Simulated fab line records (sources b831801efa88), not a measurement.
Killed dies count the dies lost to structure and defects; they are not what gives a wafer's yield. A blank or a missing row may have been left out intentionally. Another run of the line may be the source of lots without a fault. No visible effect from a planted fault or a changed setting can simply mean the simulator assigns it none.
A single fault, viewed from 2 desks -- flow gf180mcu -- every desk sees just its own numbers, and what lay behind them comes last

== FOR THE TOOL OWNER'S DESK: plasma asher-03 ==
The tool's own readings at GF_STI_STRIP_15 (strips in O2/N2): means of the sampled wafers that have a number, for each lot that ran on this tool. The brackets show how far a lot's mean lies from the usual mean; more than 4 standard deviations puts the lot out of limits, marked OUT.
Columns: A = drypump motor current A at GF_STI_STRIP_15, usual 6.2 A; B = heater power w at GF_STI_STRIP_15, usual 330 W; C = n2 flow sccm at GF_STI_STRIP_15, usual 299.9 sccm; D = o2 flow sccm at GF_STI_STRIP_15, usual 2998 sccm; E = oes product au at GF_STI_STRIP_15, usual 0.381 a.u.; F = strip time to endpoint s at GF_STI_STRIP_15, usual 3.67 s
lot,first seen here,A,B,C,D,E,F
L224,day 2 16:30,5.9,338,299.8,3015,0.385,3.71
L226,day 3 03:11,5.9,336,300.0,2989,0.384,3.70
L227,day 3 08:31,5.6,314,299.2,3606 (+61) OUT,0.384,3.64
L228,day 3 12:46,5.9,330,299.5,3591 (+60) OUT,0.384,3.58
L244,day 7 00:24,5.9,328,299.1,2986,0.383,3.67
Finding of this desk: L227, L228 out of limits; the first was L227 at day 3 08:31, on o2 flow sccm at GF_STI_STRIP_15. Within limits: L224, L226, L244.

== FROM THE METROLOGY DESK ==
Lot by lot, what the gauges showed, no matter which tool ran the lot: averages of those sampled wafers that carry a number. The brackets show how far a lot's mean lies from the usual mean; more than 4 standard deviations puts the lot out of limits, marked OUT.
Columns: A = VT_IMPLANT_OVL at GF_VT_IMPLANT_OVL_MEAS_07, usual 0.1 nm
lot,first seen here,A
L222,day 5 17:26,0.1
L224,day 6 07:06,-0.2
L225,day 6 11:33,1.8
L226,day 6 18:25,-1.6
L227,day 7 05:54,-0.6
L228,day 7 18:09,0.5
L233,day 9 02:09,-0.3
L236,day 9 17:30,-0.3
L240,day 10 10:39,-0.4
L242,day 11 01:00,0.9
L243,day 11 07:54,2.7
L244,day 11 11:48,-0.9
Finding of this desk: none of the 12 lots has anything out of limits.

== TAKEN TOGETHER ==
An alarm could have come from the tool owner's desk at day 3 08:31, on L227, L228.
Nothing out of limits was seen by the metrology desk.
The metrology desk holds a record of L227, L228, inside its limits.
Every lot named ran GF_STI_STRIP_15 on plasma asher-03.

== WHAT THE SIMULATOR HAD PUT IN ==
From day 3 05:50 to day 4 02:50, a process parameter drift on plasma asher-03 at GF_STI_STRIP_15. Setting o2 flow sccm, moved by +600, from 3000. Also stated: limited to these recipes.
Lots struck among those shown: L227, L228.
Hours from the fault's start to each desk's first reading out of limits: the tool owner's desk, 3.
